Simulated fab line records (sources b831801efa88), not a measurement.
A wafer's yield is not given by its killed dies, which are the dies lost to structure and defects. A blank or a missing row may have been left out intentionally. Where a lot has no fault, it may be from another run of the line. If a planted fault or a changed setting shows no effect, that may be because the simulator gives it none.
Which tool did it? || flow sky130 || 30 wafers from 10 lots sampled at 3 of the route's 708 steps

## WHAT THE GAUGES SHOWED, per wafer
SKY_VIA1_RS_MEAS_22: a four-point-probe measurement.
{"lot": "L404", "measured": "day 33 13:30", "on": "filmMetro-02", "VIA1_W_RS (ohm/sq)": "0.428 0.417 0.428"}
{"lot": "L407", "measured": "day 34 10:28", "on": "filmMetro-01", "VIA1_W_RS (ohm/sq)": "0.413 0.419 0.426"}
{"lot": "L408", "measured": "day 34 23:13", "on": "filmMetro-02", "VIA1_W_RS (ohm/sq)": "0.419 0.427 0.419"}
{"lot": "L409", "measured": "day 36 12:22", "on": "filmMetro-01", "VIA1_W_RS (ohm/sq)": "0.430 0.419 0.423"}
{"lot": "L418", "measured": "day 39 00:27", "on": "filmMetro-01", "VIA1_W_RS (ohm/sq)": "0.306 0.305 0.438"}
{"lot": "L419", "measured": "day 38 23:48", "on": "filmMetro-04", "VIA1_W_RS (ohm/sq)": "0.301 0.301 0.426"}
{"lot": "L422", "measured": "day 39 09:52", "on": "filmMetro-01", "VIA1_W_RS (ohm/sq)": "0.431 0.423 0.426"}
{"lot": "L424", "measured": "day 40 02:59", "on": "filmMetro-04", "VIA1_W_RS (ohm/sq)": "0.429 0.424 0.420"}
{"lot": "L425", "measured": "day 40 04:15", "on": "filmMetro-01", "VIA1_W_RS (ohm/sq)": "0.429 0.427 0.428"}
{"lot": "L427", "measured": "day 40 23:22", "on": "filmMetro-02", "VIA1_W_RS (ohm/sq)": "0.423 0.425 0.425"}

## TOOL THAT RAN EACH LOT (tool first, then ch and the chambers of the sampled wafers, then the start)
{"lot": "L404", "SKY_METAL1_SPUTTER_03": "pvdSputter-02, day 31 05:16", "SKY_VIA1_CVD_21": "cvdW-01 ch 0,1, day 33 13:23"}
{"lot": "L407", "SKY_METAL1_SPUTTER_03": "pvdSputter-01, day 32 01:22", "SKY_VIA1_CVD_21": "cvdW-01 ch 0,1, day 34 10:22"}
{"lot": "L408", "SKY_METAL1_SPUTTER_03": "pvdSputter-02, day 32 13:47", "SKY_VIA1_CVD_21": "cvdW-01 ch 0,1, day 34 23:05"}
{"lot": "L409", "SKY_METAL1_SPUTTER_03": "pvdSputter-02, day 34 03:19", "SKY_VIA1_CVD_21": "cvdW-01 ch 0,1, day 36 12:17"}
{"lot": "L418", "SKY_METAL1_SPUTTER_03": "pvdSputter-01, day 36 16:52", "SKY_VIA1_CVD_21": "cvdW-01 ch 0,1, day 39 00:20"}
{"lot": "L419", "SKY_METAL1_SPUTTER_03": "pvdSputter-02, day 36 17:33", "SKY_VIA1_CVD_21": "cvdW-01 ch 0,1, day 38 23:41"}
{"lot": "L422", "SKY_METAL1_SPUTTER_03": "pvdSputter-02, day 37 03:59", "SKY_VIA1_CVD_21": "cvdW-02 ch 0, day 39 09:47"}
{"lot": "L424", "SKY_METAL1_SPUTTER_03": "pvdSputter-01, day 37 21:48", "SKY_VIA1_CVD_21": "cvdW-02 ch 0,1, day 40 02:53"}
{"lot": "L425", "SKY_METAL1_SPUTTER_03": "pvdSputter-02, day 37 22:38", "SKY_VIA1_CVD_21": "cvdW-02 ch 0,1, day 40 04:09"}
{"lot": "L427", "SKY_METAL1_SPUTTER_03": "pvdSputter-03, day 38 19:49", "SKY_VIA1_CVD_21": "cvdW-02 ch 0,1, day 40 23:15"}
- SKY_METAL1_SPUTTER_03: material Ti, target thk 5 nm, time 3.3 s.
- SKY_VIA1_CVD_21: deposits W, target thk 270 nm, time 80.902 s.

## THE ANSWER, worked out from the rows above alone
Rule: what is usual is taken from the lots themselves. Put in order of their means at a reading, lots are off if they are a third of the lots or fewer, leave a main group of 4 or more, and stand apart from it by a gap of 3 or more times the standard deviation of the main group's means; of several such gaps the widest counts. If all means in a main group match to the digits the tables above print for the reading, that group is not used. Also off: a lot with no number at a reading for which 4 or more lots have one. The other lots that the step has rows for count as sound.
Off: at SKY_VIA1_RS_MEAS_22 (VIA1_W_RS), L418, L419. The main group: mean 0.424 ohm/sq, standard deviation 0.0025.
A tool fits if, at a process step before that reading, it ran every lot that is off, and no sound lot after the first of them. Those tools and the gauges at SKY_VIA1_RS_MEAS_22 are tried in the same way. One fits: SKY_VIA1_CVD_21 on cvdW-01. A fault onset in the window from L409 (day 36 12:17, its last sound lot) to L419 (day 38 23:41, its first lot off) fits.

## WHAT THE SIMULATOR PUT IN
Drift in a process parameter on cvdW-01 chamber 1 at SKY_VIA1_CVD_21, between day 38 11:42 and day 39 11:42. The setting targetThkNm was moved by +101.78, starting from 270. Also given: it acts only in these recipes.
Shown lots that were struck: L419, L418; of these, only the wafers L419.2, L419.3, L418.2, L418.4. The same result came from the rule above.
